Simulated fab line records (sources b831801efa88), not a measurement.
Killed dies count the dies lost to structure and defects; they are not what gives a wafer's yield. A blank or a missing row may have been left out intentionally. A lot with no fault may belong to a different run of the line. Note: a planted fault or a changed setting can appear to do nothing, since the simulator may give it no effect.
fab line records	flow sky130
record lots=7	wafers=19	lastDay=50
route steps=708 shown FIELD_ISO@3 PAD_OPEN@708
lots untouched by any fault: they come from a run of this same line in which no faults occurred
startH: hours from the record's first day to the start of the lot's first wafer shown	waitH: how many hours have passed since the lot's step before this one	" as in the row above	L1.1+2: a row that stands for several wafers	- value missing, or start not given	* or withheld: withheld	< > ~ a bound
route shown NAME@n: a module of which the file shows steps, and the number in the route of the first	usual: mean and standard deviation over wafers with no fault	same: alike in all rows	chamber/n: place in a boat	sites: readings site by site	_std_site: their standard deviation	_edge_site: outer sites' mean less inner sites'	radiusMm: how far each site lies from the wafer's centre	mask NAME#n: copy n	behind: the most recent tool/chamber to have shaped the wafer	hold: why the lot was held/for how many hours/how that ended	device: transistor that didn't switch, given as n, p or np	end of line: tests of these same wafers at the route's end	a step given without rows: its recipe and nothing more	killed: count of dies lost to structure and defects at first sort (not the wafer's yield)	map: the dies of a wafer, with x for killed, . for not killed, _ for no die there
set.NAME: the setting as run; set.NAME@STEP: as run at that earlier step	model.NAME: the simulator's own value behind a step, which no gauge read
certain route steps with their lots: each step a table, each wafer a row
services: from which hour (startH, from the record's first day; less than 0 if before it) a tool's chamber was out of use, for how many hours, and why
## steps
# step SKY_FIELD_ISO_THK_MEAS_02
# recipe reads=SiO2_of_FIELD_ISO_OXIDATION_01
# usual FIELD_ISO_OXIDATION_00_THK=11.84/0.24
lot.wafer	tool	chamber	startH	waitH	FIELD_ISO_OXIDATION_00_THK[nm]
L304.1	filmMetro-04	-	16.63	0.0	11.60
L304.4	"	-	"	"	11.58
L304.5	"	-	"	"	11.40
L314.3	filmMetro-03	-	66.65	0.0	12.10
L314.5	"	-	"	"	11.83
L314.6	"	-	"	"	12.08
L320.2	filmMetro-02	-	96.64	0.0	11.91
L320.3	"	-	"	"	12.04
L320.4	"	-	"	"	12.05
L321.4	filmMetro-04	-	105.98	0.0	11.96
L321.6	"	-	"	"	11.72
L322.2	filmMetro-02	-	111.49	0.0	12.01
L322.4	"	-	"	"	12.12
L325.1	filmMetro-02	-	131.17	0.0	11.23
L325.2	"	-	"	"	11.53
L325.6	"	-	"	"	11.42
L326.2	filmMetro-03	-	131.18	0.0	11.70
L326.4	"	-	"	"	11.75
L326.5	"	-	"	"	11.56
# step SKY_FIELD_ISO_CVD_03
# recipe material=Si3N4	precursor=DCS/NH3	targetThkNm=165	tempC=770	timeS=2830	pressureMtorr=250
# step SKY_FIELD_ISO_THK_MEAS_04
# recipe reads=Si3N4_of_FIELD_ISO_CVD_03
# usual FIELD_ISO_CVD_03_THK=165.2/1.4
lot.wafer	tool	chamber	startH	waitH	FIELD_ISO_CVD_03_THK[nm]
L304.1	filmMetro-03	-	18.63	0.0	165.7
L304.4	"	-	"	"	166.9
L304.5	"	-	"	"	166.3
L314.3	filmMetro-03	-	68.84	0.0	164.7
L314.5	"	-	"	"	163.4
L314.6	"	-	"	"	164.8
L320.2	filmMetro-02	-	98.49	0.0	166.4
L320.3	"	-	"	"	166.8
L320.4	"	-	"	"	165.5
L321.4	filmMetro-04	-	108.82	0.0	165.6
L321.6	"	-	"	"	165.8
L322.2	filmMetro-02	-	114.11	0.0	165.3
L322.4	"	-	"	"	165.7
L325.1	filmMetro-02	-	133.01	0.0	165.0
L325.2	"	-	"	"	165.5
L325.6	"	-	"	"	165.1
L326.2	filmMetro-03	-	133.02	0.0	161.3
L326.4	"	-	"	"	161.7
L326.5	"	-	"	"	163.6
# step SKY_FIELD_ISO_DEHYDRATE_05
# recipe tempC=200	timeS=60
# step SKY_FIELD_ISO_HMDS_06
# recipe primeTimeS=60	primeTempC=120
# step SKY_FIELD_ISO_COAT_07
# recipe resist=BARC	tempC=withheld	timeS=withheld	spinRpm=3000	resistThkNm=60
# step SKY_FIELD_ISO_COAT_08
# recipe resist=KrF-thick	spinRpm=3000	resistThkNm=450
# step SKY_FIELD_ISO_SOFTBAKE_09
# recipe tempC=100	timeS=90	resist=KrF-thick
# step SKY_FIELD_ISO_EXPOSE_10
# recipe maskId=FOM	na=0.68	sourceShape=annular	sigmaInner=0.4	sigmaOuter=0.8	targetCdNm=150	doseMj=28
# step SKY_FIELD_ISO_PEB_11
# recipe pebTempC=withheld	pebTimeS=withheld	resist=KrF-thick
# step SKY_FIELD_ISO_DEVELOP_12
# recipe developTimeS=60	resist=KrF-thick	devTempC=21
# step SKY_FIELD_ISO_CD_MEAS_13
# recipe targetCdNm=150
# usual cdNm=149.6/1.6
lot.wafer	tool	chamber	startH	waitH	cdNm
L304.1	cdSem-02	-	33.93	-	150.1
L304.4	"	-	"	"	149.7
L304.5	"	-	"	"	147.6
L314.3	cdSem-02	-	85.11	-	148.8
L314.5	"	-	"	"	150.2
L314.6	"	-	"	"	148.9
L320.2	cdSem-02	-	115.71	-	150.3
L320.3	"	-	"	"	150.3
L320.4	"	-	"	"	148.3
L321.4	cdSem-02	-	125.95	-	150.6
L321.6	"	-	"	"	149.9
L322.2	cdSem-01	-	130.99	-	150.2
L322.4	"	-	"	"	151.0
L326.2	cdSem-01	-	151.36	-	150.6
L326.4	"	-	"	"	150.5
L326.5	"	-	"	"	151.5
L325.1	cdSem-02	-	151.49	-	150.3
L325.2	"	-	"	"	150.6
L325.6	"	-	"	"	150.0
# step SKY_FIELD_ISO_ETCH_14
# recipe chemistry=N2/H2	target=BARC	ionEnergyEv=200	sourceW=500	biasW=100	pressureMtorr=30	n2FlowSccm=100	h2FlowSccm=200	stopOn=SiO2	timeS=45.9	targetDepthA=600
# usual drypumpMotorCurrentA=5.6/0.44	oesProductAu=0.853/0.0048	runLengthS=74.1/0.36	throttleValvePct=13.224/0.01
lot.wafer	tool	chamber	startH	waitH	drypumpMotorCurrentA	oesProductAu	rfHoursCounterH	runLengthS	throttleValvePct	model.KrF-thick_of_FIELD_ISO_COAT_08.thkNm
L304.1	rieDiel-04	3	34.05	0.1	5.6	0.859	18	73.9	13.221	394.2
L304.4	"	1	"	"	6.0	0.861	-	73.9	13.223	393.6
L304.5	"	0	"	"	6.0	0.862	-	74.4	13.214	395
L314.3	rieDiel-03	0	85.19	0.1	6.4	0.851	88	74.0	13.211	391.4
L314.5	"	3	"	"	5.2	0.853	-	74.4	13.221	392.2
L314.6	"	0	"	"	6.4	0.853	-	74.0	13.215	391.2
L320.2	rieDiel-04	2	115.81	0.1	5.3	0.855	107	73.6	13.227	392.1
L320.3	"	0	"	"	6.0	0.856	7	74.6	13.221	393.7
L320.4	"	3	"	"	5.6	0.929	20	69.8	13.218	396.3
L321.4	rieDiel-04	1	126.01	0.0	6.0	0.925	28	69.8	13.225	397
L321.6	"	2	"	"	5.3	0.923	-	69.4	13.239	396.4
L322.2	rieDiel-04	3	131.09	0.1	5.6	0.849	21	74.0	13.235	393.1
L322.4	"	1	"	"	6.0	0.926	28	69.6	13.229	397.6
L326.2	rieDiel-01	1	151.46	0.1	5.2	0.856	8	74.0	13.242	391.5
L326.4	"	0	"	"	5.7	0.847	9	73.9	13.231	394.4
L326.5	"	1	"	"	5.2	0.844	-	73.8	13.228	393.3
L325.1	rieDiel-03	3	151.61	0.1	5.2	0.854	38	74.8	13.234	389.8
L325.2	"	1	"	"	6.4	0.860	138	74.7	13.214	392.1
L325.6	"	1	"	"	6.4	0.844	-	74.0	13.227	392.4
# step SKY_FIELD_ISO_ETCH_15
# recipe chemistry=CHF3/O2	targetDepthNm=180	stopOn=Si	sourceW=600	biasW=200	pressureMtorr=40	chf3FlowSccm=50	O2_flow_sccm=5	timeS=72
# usual drypumpMotorCurrentA=5.6/0.45	oesProductAu=0.946/0.0063	runLengthS=100.2/0.35	throttleValvePct=8.843/0.0093
lot.wafer	tool	chamber	startH	waitH	drypumpMotorCurrentA	oesProductAu	rfHoursCounterH	runLengthS	throttleValvePct	model.KrF-thick_of_FIELD_ISO_COAT_08.thkNm
L304.1	rieDiel-04	3	34.09	0.0	5.6	0.948	18	99.9	8.847	238.1
L304.4	"	1	"	"	6.0	0.948	-	100.1	8.840	238.6
L304.5	"	0	"	"	6.0	0.946	-	100.3	8.832	238.4
L314.3	rieDiel-03	0	85.24	0.0	6.4	0.938	88	100.3	8.869	237.8
L314.5	"	3	"	"	5.2	0.938	-	100.1	8.839	238.8
L314.6	"	0	"	"	6.4	0.951	-	100.3	8.846	236.8
L320.2	rieDiel-04	2	115.86	0.0	5.3	0.955	107	99.8	8.849	236.2
L320.3	"	0	"	"	6.0	0.949	7	100.3	8.848	234.6
L320.4	"	3	"	"	5.6	0.947	20	99.8	8.830	237.6
L321.4	rieDiel-04	1	126.05	0.0	6.0	0.944	28	99.6	8.835	242.3
L321.6	"	2	"	"	5.3	0.953	-	99.8	8.842	241.5
L322.2	rieDiel-04	3	131.14	0.0	5.6	0.946	21	100.1	8.829	237.6
L322.4	"	1	"	"	6.0	0.953	28	99.8	8.825	243.4
L326.2	rieDiel-01	1	151.51	0.0	5.2	0.939	8	99.9	8.842	234.4
L326.4	"	0	"	"	5.7	0.935	9	100.1	8.838	238.3
L326.5	"	1	"	"	5.2	0.933	-	100.1	8.846	238.1
L325.1	rieDiel-03	3	151.65	0.0	5.2	0.946	38	100.1	8.845	234.5
L325.2	"	1	"	"	6.4	0.951	138	100.9	8.835	241
L325.6	"	1	"	"	6.4	0.948	-	100.4	8.838	242.1
# step SKY_FIELD_ISO_STRIP_16
# recipe chemistry=O2/N2	powerW=1400	pressureMtorr=1500	platenTempC=withheld	o2FlowSccm=3000	n2FlowSccm=300	overashFraction=0.5
# usual drypumpMotorCurrentA=5.75/0.26	oesProductAu=0.378/0.0051	stripTimeToEndpointS=3.552/0.028
# same overashFraction=0.5
lot.wafer	tool	chamber	startH	waitH	drypumpMotorCurrentA	oesProductAu	rfHoursCounterH	stripTimeToEndpointS
L304.1	plasmaAsher-04	1	34.14	0.0	5.69	0.375	36	3.572
L304.4	"	1	"	"	5.74	0.385	-	3.575
L304.5	"	1	"	"	5.71	0.385	-	3.581
L314.3	plasmaAsher-02	1	85.33	0.1	6.09	0.380	-	3.560
L314.5	"	1	"	"	6.10	0.380	-	3.574
L314.6	"	0	"	"	5.97	0.370	-	3.560
L320.2	plasmaAsher-02	0	115.91	0.0	5.97	0.382	30	3.542
L320.3	"	0	"	"	5.97	0.376	-	3.523
L320.4	"	1	"	"	6.08	0.377	-	3.560
L321.4	plasmaAsher-04	0	126.14	0.1	5.79	0.383	-	3.606
L321.6	"	0	"	"	5.78	0.376	-	3.586
L322.2	plasmaAsher-03	1	131.19	0.0	5.58	0.376	1	3.541
L322.4	"	1	"	"	5.57	0.385	-	3.624
L326.2	plasmaAsher-04	0	151.56	0.0	5.79	0.372	48	3.521
L326.4	"	0	"	"	5.79	0.374	-	3.585
L326.5	"	0	"	"	5.78	0.391	-	3.558
L325.1	plasmaAsher-02	1	151.70	0.0	6.08	0.379	34	3.528
L325.2	"	0	"	"	5.92	0.372	34	3.598
L325.6	"	1	"	"	6.08	0.381	-	3.601
# step SKY_PAD_OPEN_PROBE_99
# usual killed_at_M0_to_M3=44/7.3	killed_at_M4_up=3.2/1.8	killedAtContacts=24/5.4	killedAtFrontEnd=16/4.4	killedAtOther=0.3/0.48	killedDies=86/9.5	killedOpen=47/7.7	killedShort=39/6.4
# same grossDies=492	killedAtBackSide=0
lot.wafer	tool	chamber	startH	waitH	killed_at_M0_to_M3	killed_at_M4_up	killedAtContacts	killedAtFrontEnd	killedAtOther	killedDies	killedOpen	killedShort
L322.4	prober-01	-	1191.41	0.2	49	3	21	12	0	85	43	42
# killed by level:class
L322.4 VIA1:geometricParticle:open=16 CONTACT:geometricParticle:open=9 LOCAL_INTERCONNECT:geometricParticle:short=6 VIA2:geometricParticle:open=6 VIA3:geometricParticle:short=6 FIELD_ISO:geometricParticle:short=4 POLY_GATE:geometricParticle:short=4 METAL2:geometricParticle:short=4
## services
tool	chamber	startH	hours	kind
rieDiel-03	-	15.77	2.8	pm
rieDiel-04	2	32.93	1.5	repair
rieDiel-01	2	47.76	10.7	repair
rieDiel-01	1	63.55	2.5	repair
rieDiel-01	1	104.35	13.0	repair
rieDiel-03	1	104.82	4.7	repair
rieDiel-03	0	105.27	10.3	repair
rieDiel-03	2	106.81	4.0	repair
rieDiel-03	-	108.24	27.9	repair
plasmaAsher-03	-	108.75	9.0	pm
plasmaAsher-03	0	108.75	9.0	ventCycle
plasmaAsher-03	1	108.75	9.0	ventCycle
rieDiel-01	2	117.32	-	clean
rieDiel-01	2	117.32	14.9	scheduledDown
rieDiel-01	2	117.32	14.9	ventCycle
plasmaAsher-03	0	117.75	-	clean
plasmaAsher-03	1	117.75	-	clean
rieDiel-03	1	122.67	5.1	repair
rieDiel-03	-	148.83	0.5	repair
## key
firstSign step=SKY_FIELD_ISO_ETCH_14	reading=oesProductAu	direction=up	sigmas=15	usual=0.853	struck=0.926
effect step=SKY_FIELD_ISO_ETCH_14	reading=runLengthS	direction=down	sigmas=13	usual=*	struck=*
modelEffect step=SKY_FIELD_ISO_ETCH_14	value=KrF-thick_of_FIELD_ISO_COAT_08.thkNm	without=393	struck=396.8
modelEffect step=SKY_FIELD_ISO_ETCH_15	value=KrF-thick_of_FIELD_ISO_COAT_08.thkNm	without=237.4	struck=241.2
metAt SKY_FIELD_ISO_ETCH_14
struckWafers L320.4,L321.4,L321.6,L322.4
testerLeftOut L320,L321,L322
onsetBetween 34.05 115.81
fault kind=processParameterDrift	tool=rieDiel-04	chamber=-	onsetH=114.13	steps=SKY_FIELD_ISO_ETCH_14	channel=timeS	offset=*	shape=step	endH=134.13	scope=struckWafersOnly	actsIn=*	stated=*
# testerLeftOut: of these lots the tester's yield and bins aren't shown, on N5 and GAA mostly nor the transistor test; their killed dies are dies lost to structure and defects alone, not to doping, threshold or leakage, so they don't give the yield
